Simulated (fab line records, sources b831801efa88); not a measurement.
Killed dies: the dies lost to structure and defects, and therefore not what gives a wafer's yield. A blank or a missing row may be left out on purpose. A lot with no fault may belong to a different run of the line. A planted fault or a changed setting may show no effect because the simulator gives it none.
Problem report in the 8D (eight disciplines) form, filled by code :: flow gf180mcu :: the parts of the form that need people (team, actions taken, sign-off) are left out

## 1. PROBLEM STATEMENT
rf_fwd_power_W at GF_M2_METAL_ETCH_16 reads a mean of 923.1 W on 9 wafers of 3 lots; wafers without a fault read 795.7 W with a standard deviation of 2.3. That puts it +55 standard deviations away from the usual mean.
The step: etches the open film in Cl2/BCl3, stops on SiO2, target depth 627.5 nm, time 104.6 s.
Earliest sighting: wafer L947.3 on rie_metal-02 at day 24 20:19. At this step, 33 wafers from 11 lots have a number in the record. Rule for "out" (also "out of limits"): further than 4 standard deviations from the usual mean. The rest of the wafers with a number are treated as sound.

## 2. WHAT IT IS; WHAT IT IS NOT
question: which readings at this step
is: rf_fwd_power_W
is not: drypump_motor_current_A, throttle_valve_pct

question: which lots
is: L947, L948, L950
is not: L934, L936, L939, L940, L941, L952, L953, L955

question: which wafers of those lots
is: all that have a number
is not: -

question: read on which tools
is: rie_metal-02
is not: rie_metal-03, rie_metal-04

question: when
is: from day 24 20:19
is not: up to then (15 sound wafers); but 9 sound wafers of L952, L953, L955 came after

## 3. SUSPECTS, AND WHAT RULES EACH OUT
Counting: a tool at any process step up to the reading remains a suspect when it ran all the lots that are out and ran no sound lot after the first of those.
- rie_metal-02 at GF_M2_METAL_ETCH_16 (etches the open film in Cl2/BCl3, stops on SiO2, target depth 627.5 nm, time 104.6 s): kept. Every lot that is out went through it, starting with L947 (day 24 20:19), and after that it ran no sound lot; the last sound lot it ran before then is L941 (day 22 07:16). On those wafers its own readings are out: rf_fwd_power_W.
Left after counting: rie_metal-02 at GF_M2_METAL_ETCH_16.

## 4. THE CAUSE (what the simulator had put in)
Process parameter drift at GF_M2_METAL_ETCH_16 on rie_metal-02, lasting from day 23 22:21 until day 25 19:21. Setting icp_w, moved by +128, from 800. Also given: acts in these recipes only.
After counting, this tool was the only one left.

## 5. SEQUENCE OF EFFECTS, ordered by route
Each row: a reading whose mean over the struck wafers that have a number lies more than 3 standard deviations from the usual. Only readings for which the record gives a usual standard deviation are gone through. hours: the time from each lot's start at the first step in this table that gives one to its start at this step, as a median over the lots. sigmas: the change in usual standard deviations.
hours: 0
step: GF_M2_METAL_ETCH_16
reading: rf_fwd_power_W
usual: 795.7 W
on struck wafers: 923.1
change: +127.4
sigmas: +55

hours: 0
step: GF_M2_STRIP_17
reading: oes_product_au
usual: 0.558 a.u.
on struck wafers: 0.543
change: -0.015
sigmas: -3.2

hours: 0
step: GF_M2_STRIP_17
reading: strip_time_to_endpoint_s
usual: 7.88 s
on struck wafers: 7.47
change: -0.41
sigmas: -8.2
Process steps it contains:
- GF_M2_METAL_ETCH_16: etches the open film in Cl2/BCl3, stops on SiO2, target depth 627.5 nm, time 104.6 s.
- GF_M2_STRIP_17: strips in O2/N2.
Later measuring or inspecting steps at which every struck wafer that the step has a row for has a number for every such reading, and none has moved that far: GF_V2_THK_MEAS_01.

## 6. HOW IT WOULD HAVE BEEN CAUGHT EARLIER
22 hours passed between the start of the fault at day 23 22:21 and the first reading out of limits in this record, taken at day 24 20:19.
